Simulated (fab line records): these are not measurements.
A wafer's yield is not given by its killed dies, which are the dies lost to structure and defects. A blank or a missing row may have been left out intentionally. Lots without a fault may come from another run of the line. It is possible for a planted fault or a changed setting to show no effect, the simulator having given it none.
Which of the tools did it? || flow sky130 || 33 wafers from 11 lots sampled at 6 of the route's 708 steps

WHAT THE GAUGES READ, wafer by wafer
SKY_FIELD_ISO_THK_MEAS_02.
{"lot": "L636", "measured": "day 1 12:41", "on": "film-metro-04", "FIELD_ISO_OXIDATION_00_THK (nm)": "11.73 11.64 11.67"}
{"lot": "L638", "measured": "day 1 23:52", "on": "film-metro-04", "FIELD_ISO_OXIDATION_00_THK (nm)": "11.77 11.69 11.74"}
{"lot": "L639", "measured": "day 2 02:52", "on": "film-metro-02", "FIELD_ISO_OXIDATION_00_THK (nm)": "11.96 11.91 11.82"}
{"lot": "L646", "measured": "day 3 14:25", "on": "film-metro-01", "FIELD_ISO_OXIDATION_00_THK (nm)": "12.08 12.19 12.18"}
{"lot": "L647", "measured": "day 3 19:58", "on": "film-metro-01", "FIELD_ISO_OXIDATION_00_THK (nm)": "11.66 11.61 11.87"}
{"lot": "L648", "measured": "day 4 00:43", "on": "film-metro-01", "FIELD_ISO_OXIDATION_00_THK (nm)": "12.13 12.04 11.99"}
{"lot": "L653", "measured": "day 5 01:36", "on": "film-metro-04", "FIELD_ISO_OXIDATION_00_THK (nm)": "11.70 11.54 11.77"}
{"lot": "L654", "measured": "day 5 07:02", "on": "film-metro-04", "FIELD_ISO_OXIDATION_00_THK (nm)": "11.66 11.83 11.74"}
{"lot": "L655", "measured": "day 5 11:19", "on": "film-metro-01", "FIELD_ISO_OXIDATION_00_THK (nm)": "12.71 12.77 12.65"}
{"lot": "L657", "measured": "day 5 23:00", "on": "film-metro-01", "FIELD_ISO_OXIDATION_00_THK (nm)": "11.96 11.88 11.80"}
{"lot": "L658", "measured": "day 6 01:41", "on": "film-metro-04", "FIELD_ISO_OXIDATION_00_THK (nm)": "12.32 12.34 12.19"}

SKY_NWELL_TW_MEAS_15.
{"lot": "L636", "measured": "day 4 16:11", "on": "film-metro-02", "NWELL_TW": "1851 1838 1844"}
{"lot": "L638", "measured": "day 5 08:23", "on": "film-metro-03", "NWELL_TW": "1833 1825 1823"}
{"lot": "L639", "measured": "day 5 07:58", "on": "film-metro-03", "NWELL_TW": "1825 1828 1840"}
{"lot": "L646", "measured": "day 7 01:58", "on": "film-metro-04", "NWELL_TW": "1858 1866 1889 1868 1872 1879"}
{"lot": "L647", "measured": "day 7 06:19", "on": "film-metro-02", "NWELL_TW": "1868 1870 1882 1868 1874 1861"}
{"lot": "L648", "measured": "day 7 11:22", "on": "film-metro-03", "NWELL_TW": "1879 1876 1876 1865 1881 1860"}
{"lot": "L653", "measured": "day 8 16:32", "on": "film-metro-02", "NWELL_TW": "1827 1827 1837"}
{"lot": "L654", "measured": "day 8 23:13", "on": "film-metro-03", "NWELL_TW": "1836 1845 1838"}
{"lot": "L655", "measured": "day 9 04:29", "on": "film-metro-03", "NWELL_TW": "1847 1844 1842"}
{"lot": "L657", "measured": "day 10 12:49", "on": "film-metro-03", "NWELL_TW": "1845 1843 1834"}
{"lot": "L658", "measured": "day 10 13:46", "on": "film-metro-02", "NWELL_TW": "1836 1844 1855"}

SKY_NWELL_RS_MEAS_29: the measuring method here is four-point-probe.
{"lot": "L636", "measured": "day 5 10:22", "on": "film-metro-03", "NWELL_RS (ohm/sq)": "623.8 624.2 624.0"}
{"lot": "L638", "measured": "day 6 02:52", "on": "film-metro-02", "NWELL_RS (ohm/sq)": "626.6 625.9 627.1"}
{"lot": "L639", "measured": "day 6 02:31", "on": "film-metro-03", "NWELL_RS (ohm/sq)": "624.3 624.1 626.4"}
{"lot": "L646", "measured": "day 7 20:53", "on": "film-metro-04", "NWELL_RS (ohm/sq)": "595.8 595.8 596.8 597.4 596.2 595.5"}
{"lot": "L647", "measured": "day 8 01:36", "on": "film-metro-04", "NWELL_RS (ohm/sq)": "597.9 598.9 597.9 598.2 598.4 598.1"}
{"lot": "L648", "measured": "day 8 06:43", "on": "film-metro-02", "NWELL_RS (ohm/sq)": "598.1 598.7 599.8 598.3 597.4 599.3"}
{"lot": "L653", "measured": "day 9 13:55", "on": "film-metro-03", "NWELL_RS (ohm/sq)": "625.4 625.4 624.5"}
{"lot": "L654", "measured": "day 9 21:10", "on": "film-metro-02", "NWELL_RS (ohm/sq)": "624.0 622.9 624.2"}
{"lot": "L655", "measured": "day 10 03:12", "on": "film-metro-03", "NWELL_RS (ohm/sq)": "622.6 623.9 624.8"}
{"lot": "L657", "measured": "day 11 10:55", "on": "film-metro-03", "NWELL_RS (ohm/sq)": "625.2 623.7 624.3"}
{"lot": "L658", "measured": "day 11 12:14", "on": "film-metro-02", "NWELL_RS (ohm/sq)": "628.6 624.9 626.3"}

SKY_VT_ADJUST_LVTN_OVL_MEAS_18.
{"lot": "L636", "measured": "day 7 18:45", "on": "overlay-02", "VT_ADJUST_LVTN_01_OVL (nm)": "2.2 1.6 0.8"}
{"lot": "L638", "measured": "day 8 11:21", "on": "overlay-01", "VT_ADJUST_LVTN_01_OVL (nm)": "0.8 0.3 -0.5"}
{"lot": "L639", "measured": "day 8 11:11", "on": "overlay-02", "VT_ADJUST_LVTN_01_OVL (nm)": "-0.9 -1.5 -0.5"}
{"lot": "L646", "measured": "day 10 12:20", "on": "overlay-01", "VT_ADJUST_LVTN_01_OVL (nm)": "-1.3 -1.7 -1.0"}
{"lot": "L647", "measured": "day 10 16:44", "on": "overlay-01", "VT_ADJUST_LVTN_01_OVL (nm)": "1.4 1.7 1.0"}
{"lot": "L648", "measured": "day 10 23:32", "on": "overlay-01", "VT_ADJUST_LVTN_01_OVL (nm)": "-2.7 -2.5 -2.6"}
{"lot": "L653", "measured": "day 12 07:21", "on": "overlay-02", "VT_ADJUST_LVTN_01_OVL (nm)": "0.1 0.0 -0.7"}
{"lot": "L654", "measured": "day 12 16:41", "on": "overlay-02", "VT_ADJUST_LVTN_01_OVL (nm)": "-1.0 0.1 1.0"}
{"lot": "L655", "measured": "day 12 22:53", "on": "overlay-02", "VT_ADJUST_LVTN_01_OVL (nm)": "0.2 -1.2 0.0"}
{"lot": "L657", "measured": "day 14 10:38", "on": "overlay-02", "VT_ADJUST_LVTN_01_OVL (nm)": "2.6 2.3 1.5"}
{"lot": "L658", "measured": "day 14 11:47", "on": "overlay-01", "VT_ADJUST_LVTN_01_OVL (nm)": "-0.7 -0.4 1.0"}

TOOL THAT RAN EACH LOT (tool first, then ch and the chambers of the sampled wafers, then the start)
{"lot": "L636", "SKY_NWELL_IMPLANT_11": "implanter-03 ch 0, day 4 15:40", "SKY_NWELL_STRIP_14": "plasma-asher-01 ch 0,1, day 4 16:06"}
{"lot": "L638", "SKY_NWELL_IMPLANT_11": "implanter-03 ch 0, day 5 07:52", "SKY_NWELL_STRIP_14": "plasma-asher-01 ch 0,1, day 5 08:19"}
{"lot": "L639", "SKY_NWELL_IMPLANT_11": "implanter-02 ch 0, day 5 07:25", "SKY_NWELL_STRIP_14": "plasma-asher-04 ch 0,1, day 5 07:52"}
{"lot": "L646", "SKY_NWELL_IMPLANT_11": "implanter-03 ch 0, day 7 01:25", "SKY_NWELL_STRIP_14": "plasma-asher-01 ch 0,1, day 7 01:52"}
{"lot": "L647", "SKY_NWELL_IMPLANT_11": "implanter-03 ch 0, day 7 05:47", "SKY_NWELL_STRIP_14": "plasma-asher-04 ch 0,1, day 7 06:13"}
{"lot": "L648", "SKY_NWELL_IMPLANT_11": "implanter-03 ch 0, day 7 10:49", "SKY_NWELL_STRIP_14": "plasma-asher-01 ch 0,1, day 7 11:16"}
{"lot": "L653", "SKY_NWELL_IMPLANT_11": "implanter-02 ch 0, day 8 16:01", "SKY_NWELL_STRIP_14": "plasma-asher-01 ch 0,1, day 8 16:27"}
{"lot": "L654", "SKY_NWELL_IMPLANT_11": "implanter-01 ch 0, day 8 22:40", "SKY_NWELL_STRIP_14": "plasma-asher-01 ch 1, day 8 23:07"}
{"lot": "L655", "SKY_NWELL_IMPLANT_11": "implanter-02 ch 0, day 9 03:57", "SKY_NWELL_STRIP_14": "plasma-asher-01 ch 0,1, day 9 04:22"}
{"lot": "L657", "SKY_NWELL_IMPLANT_11": "implanter-01 ch 0, day 10 12:16", "SKY_NWELL_STRIP_14": "plasma-asher-02 ch 1, day 10 12:43"}
{"lot": "L658", "SKY_NWELL_IMPLANT_11": "implanter-02 ch 0, day 10 13:14", "SKY_NWELL_STRIP_14": "plasma-asher-02 ch 0,1, day 10 13:40"}
- SKY_NWELL_IMPLANT_11
- SKY_NWELL_STRIP_14: strips in O2/N2.

AS READ BY THE TOOLS THEMSELVES (means over the sampled wafers that have a number; for cases with no such wafer, the mark the record gives instead)
SKY_NWELL_IMPLANT_11.
{"lot": "L636", "tool": "implanter-03", "beam-energy-keV": 400.05}
{"lot": "L638", "tool": "implanter-03", "beam-energy-keV": 399.91}
{"lot": "L639", "tool": "implanter-02", "beam-energy-keV": 399.84}
{"lot": "L646", "tool": "implanter-03", "beam-energy-keV": 487.48}
{"lot": "L647", "tool": "implanter-03", "beam-energy-keV": 487.65}
{"lot": "L648", "tool": "implanter-03", "beam-energy-keV": 487.43}
{"lot": "L653", "tool": "implanter-02", "beam-energy-keV": 399.91}
{"lot": "L654", "tool": "implanter-01", "beam-energy-keV": 399.97}
{"lot": "L655", "tool": "implanter-02", "beam-energy-keV": 400.02}
{"lot": "L657", "tool": "implanter-01", "beam-energy-keV": 399.93}
{"lot": "L658", "tool": "implanter-02", "beam-energy-keV": 400.01}

SKY_NWELL_STRIP_14.
{"lot": "L636", "tool": "plasma-asher-01", "drypump-motor-current-A (A)": 5.77, "oes-product-au (a.u.)": 0.726, "strip-time-to-endpoint-s (s)": 36.75}
{"lot": "L638", "tool": "plasma-asher-01", "drypump-motor-current-A (A)": 5.84, "oes-product-au (a.u.)": 0.722, "strip-time-to-endpoint-s (s)": 36.77}
{"lot": "L639", "tool": "plasma-asher-04", "drypump-motor-current-A (A)": 5.72, "oes-product-au (a.u.)": 0.722, "strip-time-to-endpoint-s (s)": 36.88}
{"lot": "L646", "tool": "plasma-asher-01", "drypump-motor-current-A (A)": 5.84, "oes-product-au (a.u.)": 0.721, "strip-time-to-endpoint-s (s)": 37.01}
{"lot": "L647", "tool": "plasma-asher-04", "drypump-motor-current-A (A)": 5.70, "oes-product-au (a.u.)": 0.719, "strip-time-to-endpoint-s (s)": 36.95}
{"lot": "L648", "tool": "plasma-asher-01", "drypump-motor-current-A (A)": 5.77, "oes-product-au (a.u.)": 0.722, "strip-time-to-endpoint-s (s)": 36.78}
{"lot": "L653", "tool": "plasma-asher-01", "drypump-motor-current-A (A)": 5.85, "oes-product-au (a.u.)": 0.721, "strip-time-to-endpoint-s (s)": 37.02}
{"lot": "L654", "tool": "plasma-asher-01", "drypump-motor-current-A (A)": 5.91, "oes-product-au (a.u.)": 0.724, "strip-time-to-endpoint-s (s)": 37.03}
{"lot": "L655", "tool": "plasma-asher-01", "drypump-motor-current-A (A)": 5.77, "oes-product-au (a.u.)": 0.728, "strip-time-to-endpoint-s (s)": 37.06}
{"lot": "L657", "tool": "plasma-asher-02", "drypump-motor-current-A (A)": 6.08, "oes-product-au (a.u.)": 0.719, "strip-time-to-endpoint-s (s)": 36.90}
{"lot": "L658", "tool": "plasma-asher-02", "drypump-motor-current-A (A)": 5.81, "oes-product-au (a.u.)": 0.724, "strip-time-to-endpoint-s (s)": 36.92}

THE ANSWER, worked out from the rows above alone
Rule: the lots themselves supply what counts as usual. The widest of any qualifying gaps counts: lots, ordered by their means at a reading, are off when they make up no more than a third of the lots, leave a main group of 4 or more, and stand apart from it by 3 or more times the standard deviation of that group's means. Not used: any main group whose means are identical at the precision the tables above print for the reading. Also off: a lot with no number at a reading for which 4 or more lots have one. Where the step has rows for the other lots, those lots are counted as sound. Order of review: gauges by route order, followed by the tools' own readings, for which a lot's mean as printed above is used. The first step at which some lot is off is used, and at that step the reading that is off furthest; a lot without a number counts as furthest.
Off: at SKY_NWELL_TW_MEAS_15 (NWELL_TW), L646, L647, L648. The main group has a mean of 1838 with a standard deviation of 6.8.
If a tool, at a process step before that reading, ran all the lots that are off and no sound lot after the first of them, it fits. Not tried: the gauges at SKY_NWELL_TW_MEAS_15; whatever is off there is also off at SKY_NWELL_IMPLANT_11, on other tools, and gauge error can't account for it. One fits: implanter-03 at SKY_NWELL_IMPLANT_11. A fault onset in the window from L638 (day 5 07:52, its last sound lot) to L646 (day 7 01:25, its first lot off) fits.
The tool's own readings at SKY_NWELL_IMPLANT_11 bear it out: on the lots that are off they differ by more than 5 times the standard deviation of the sound lots' means. beam-energy-keV reads 487.52 there against 399.95 on the sound lots.

WHAT HAD BEEN PUT IN BY THE SIMULATOR
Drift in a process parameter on implanter-03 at SKY_NWELL_IMPLANT_11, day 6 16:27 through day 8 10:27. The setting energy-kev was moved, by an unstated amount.
Lots struck among those shown: L646, L647, L648. The rule above reached the same finding.
